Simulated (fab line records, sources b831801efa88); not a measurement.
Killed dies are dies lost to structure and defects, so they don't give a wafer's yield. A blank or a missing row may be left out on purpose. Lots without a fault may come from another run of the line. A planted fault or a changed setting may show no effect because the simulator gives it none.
Which tool did it? | flow sfq_line | 14 lots, 42 wafers sampled, at 4 steps of a route of 325

WHAT THE GAUGES READ, wafer by wafer
The record holds no reading of a measuring or inspecting step that can be judged against a usual standard deviation.

WHICH TOOL RAN EACH LOT (tool, then ch and the chambers of the sampled wafers, then the start)
lot  | SFQ_TRILAYER_I4_VIA_BARC_OPEN_VIA_ETCH_146 | SFQ_TRILAYER_I4_VIA_STRIP_STRIP_107 | SFQ_TRILAYER_R5_ETCH_METAL_ETCH_139 | SFQ_TRILAYER_C5_STRIP_STRIP_155
L330 | rie_diel-03 ch 1,2, day 45 04:31           | rie_metal-01 ch 0,1, day 45 04:52   | rie_metal-04 ch 0,1, day 56 15:33   | rie_metal-02 ch 0,1, day 66 14:28
L331 | rie_diel-02 ch 0,1,3, day 45 14:30         | rie_metal-04 ch 1, day 45 14:52     | rie_metal-01 ch 1, day 56 16:44     | rie_metal-04 ch 1, day 66 16:40
L332 | rie_diel-01 ch 1,2,3, day 50 23:54         | rie_metal-04 ch 0,1, day 51 00:03   | rie_metal-01 ch 1, day 56 22:47     | rie_metal-02 ch 0,1, day 67 00:20
L333 | rie_diel-01 ch 1,2,3, day 51 06:56         | rie_metal-01 ch 0,1, day 51 07:05   | rie_metal-01 ch 1, day 57 10:56     | rie_metal-03 ch 0,1, day 67 12:20
L334 | rie_diel-01 ch 0,1,3, day 51 12:56         | rie_metal-02 ch 0,1, day 51 13:05   | rie_metal-03 ch 0,1, day 58 01:23   | rie_metal-03 ch 0,1, day 67 21:56
L335 | rie_diel-01 ch 0,1,3, day 51 19:14         | rie_metal-01 ch 0,1, day 51 19:23   | rie_metal-04 ch 0,1, day 58 03:47   | rie_metal-03 ch 0,1, day 68 01:39
L336 | rie_diel-02 ch 1,2,3, day 51 21:38         | rie_metal-01 ch 1, day 51 21:47     | rie_metal-04 ch 0,1, day 58 10:59   | rie_metal-04 ch 1, day 68 08:51
L337 | rie_diel-03 ch 0,1,3, day 52 09:40         | rie_metal-01 ch 0,1, day 52 09:59   | rie_metal-01 ch 0,1, day 58 19:31   | rie_metal-04 ch 0,1, day 68 12:51
L338 | rie_diel-01 ch 0,2,3, day 53 10:54         | rie_metal-02 ch 0,1, day 53 11:16   | rie_metal-03 ch 0,1, day 59 14:43   | rie_metal-04 ch 0,1, day 69 11:39
L339 | rie_diel-01 ch 0,3, day 54 12:27           | rie_metal-02 ch 1, day 54 12:36     | rie_metal-01 ch 0,1, day 60 09:54   | rie_metal-02 ch 0, day 69 18:39
L340 | rie_diel-02 ch 0,1, day 54 13:39           | rie_metal-04 ch 0,1, day 54 13:48   | rie_metal-03 ch 0,1, day 60 14:42   | rie_metal-03 ch 0,1, day 69 21:03
L341 | rie_diel-02 ch 0,3, day 55 05:14           | rie_metal-01 ch 0,1, day 55 05:23   | rie_metal-04 ch 0,1, day 61 05:59   | rie_metal-04 ch 1, day 70 10:36
L347 | rie_diel-02 ch 0,1,2, day 57 21:23         | rie_metal-02 ch 0,1, day 57 21:45   | rie_metal-01 ch 0,1, day 63 19:27   | rie_metal-02 ch 0,1, day 73 05:02
L349 | rie_diel-03 ch 1,2,3, day 58 01:31         | rie_metal-01 ch 0, day 58 01:40     | rie_metal-01 ch 0,1, day 64 03:50   | rie_metal-02 ch 0,1, day 73 13:22
- SFQ_TRILAYER_I4_VIA_BARC_OPEN_VIA_ETCH_146: etches BARC in O2, target depth 125 nm, time 41.7 s.
- SFQ_TRILAYER_I4_VIA_STRIP_STRIP_107: strips in O2.
- SFQ_TRILAYER_R5_ETCH_METAL_ETCH_139: etches the open film in Cl2, stops on SiO2, target depth 60 nm, time 40 s.
- SFQ_TRILAYER_C5_STRIP_STRIP_155: strips in O2.

WHAT THE TOOLS THEMSELVES READ (means of the sampled wafers that have a number; where no wafer has one, the mark that the record gives instead)
SFQ_TRILAYER_I4_VIA_BARC_OPEN_VIA_ETCH_146.
lot  | tool        | drypump_motor_current_A (A) | oes_product_au (a.u.)
L330 | rie_diel-03 | 5.8                         | 0.686
L331 | rie_diel-02 | 5.5                         | 0.688
L332 | rie_diel-01 | 6.0                         | 0.688
L333 | rie_diel-01 | 5.9                         | 0.683
L334 | rie_diel-01 | 5.7                         | 0.687
L335 | rie_diel-01 | 5.7                         | 0.690
L336 | rie_diel-02 | 5.8                         | 0.687
L337 | rie_diel-03 | 5.7                         | 0.686
L338 | rie_diel-01 | 5.9                         | 0.686
L339 | rie_diel-01 | 5.8                         | 0.687
L340 | rie_diel-02 | 5.4                         | 0.688
L341 | rie_diel-02 | 5.3                         | 0.685
L347 | rie_diel-02 | 5.7                         | 0.684
L349 | rie_diel-03 | 5.8                         | 0.684

SFQ_TRILAYER_I4_VIA_STRIP_STRIP_107.
lot  | tool         | drypump_motor_current_A (A) | oes_product_au (a.u.)
L330 | rie_metal-01 | 6.3                         | 0.994
L331 | rie_metal-04 | 5.8                         | 0.995
L332 | rie_metal-04 | 5.6                         | 1.001
L333 | rie_metal-01 | 6.3                         | 1.001
L334 | rie_metal-02 | 6.0                         | 0.999
L335 | rie_metal-01 | 6.3                         | 0.993
L336 | rie_metal-01 | 5.9                         | 0.998
L337 | rie_metal-01 | 6.3                         | 1.001
L338 | rie_metal-02 | 5.7                         | 0.992
L339 | rie_metal-02 | 5.4                         | 1.000
L340 | rie_metal-04 | 5.6                         | 1.004
L341 | rie_metal-01 | 6.2                         | 0.997
L347 | rie_metal-02 | 5.7                         | 1.000
L349 | rie_metal-01 | 6.5                         | 0.990

SFQ_TRILAYER_R5_ETCH_METAL_ETCH_139.
lot  | tool         | drypump_motor_current_A (A) | oes_product_au (a.u.)
L330 | rie_metal-04 | 5.3                         | 0.995
L331 | rie_metal-01 | 5.9                         | 0.996
L332 | rie_metal-01 | 5.9                         | 0.990
L333 | rie_metal-01 | 5.9                         | 0.997
L334 | rie_metal-03 | 6.1                         | 0.989
L335 | rie_metal-04 | 5.6                         | 0.996
L336 | rie_metal-04 | 5.6                         | 0.993
L337 | rie_metal-01 | 6.3                         | 0.992
L338 | rie_metal-03 | 6.1                         | 0.993
L339 | rie_metal-01 | 6.2                         | 0.991
L340 | rie_metal-03 | 6.0                         | 0.995
L341 | rie_metal-04 | 5.3                         | 0.990
L347 | rie_metal-01 | 6.1                         | 0.925
L349 | rie_metal-01 | 6.3                         | 0.853

SFQ_TRILAYER_C5_STRIP_STRIP_155.
lot  | tool         | drypump_motor_current_A (A) | oes_product_au (a.u.)
L330 | rie_metal-02 | 5.7                         | 0.988
L331 | rie_metal-04 | 5.9                         | 1.005
L332 | rie_metal-02 | 5.7                         | 0.991
L333 | rie_metal-03 | 6.1                         | 1.009
L334 | rie_metal-03 | 6.1                         | 1.007
L335 | rie_metal-03 | 6.0                         | 1.005
L336 | rie_metal-04 | 5.8                         | 1.001
L337 | rie_metal-04 | 5.6                         | 0.999
L338 | rie_metal-04 | 5.6                         | 1.002
L339 | rie_metal-02 | 6.3                         | 0.991
L340 | rie_metal-03 | 6.0                         | 0.995
L341 | rie_metal-04 | 5.8                         | 0.999
L347 | rie_metal-02 | 6.0                         | 0.993
L349 | rie_metal-02 | 6.0                         | 1.003

THE ANSWER, worked out from the rows above alone
Rule: what is usual is taken from the lots themselves. Put in order of their means at a reading, lots are off if they are a third of the lots or fewer, leave a main group of 4 or more, and stand apart from it by a gap of 3 or more times the standard deviation of the main group's means; of several such gaps the widest counts. A main group whose means are all the same, to the digits that the tables above print for the reading, isn't used. A lot without any number at a reading at which 4 lots or more have one is off too. The other lots that the step has rows for count as sound. The gauges are gone through in route order, then the tools' own readings, and for those a lot's mean is taken as printed above. The first step at which some lot is off is used, and at that step the reading that is off furthest; a lot without a number counts as furthest.
Off: L347, L349, at SFQ_TRILAYER_R5_ETCH_METAL_ETCH_139 (oes_product_au). The main group: mean 0.993 a.u., standard deviation 0.0026.
A tool fits if, at that step or a process step before it, it ran every lot that is off, and no sound lot after the first of them. One fits: rie_metal-01 at SFQ_TRILAYER_R5_ETCH_METAL_ETCH_139. Its last sound lot is L339 (day 60 09:54), its first lot that is off L347 (day 63 19:27): a fault that began between those two fits.
The tool's own readings at SFQ_TRILAYER_R5_ETCH_METAL_ETCH_139 bear it out: on the lots that are off they differ by more than 5 times the standard deviation of the sound lots' means. oes_product_au reads 0.889 a.u. there against 0.993 a.u. on the sound lots.

WHAT THE SIMULATOR HAD PUT IN
Process parameter drift: rie_metal-01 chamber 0, from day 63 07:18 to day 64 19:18, at SFQ_TRILAYER_R5_ETCH_METAL_ETCH_139. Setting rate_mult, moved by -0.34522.
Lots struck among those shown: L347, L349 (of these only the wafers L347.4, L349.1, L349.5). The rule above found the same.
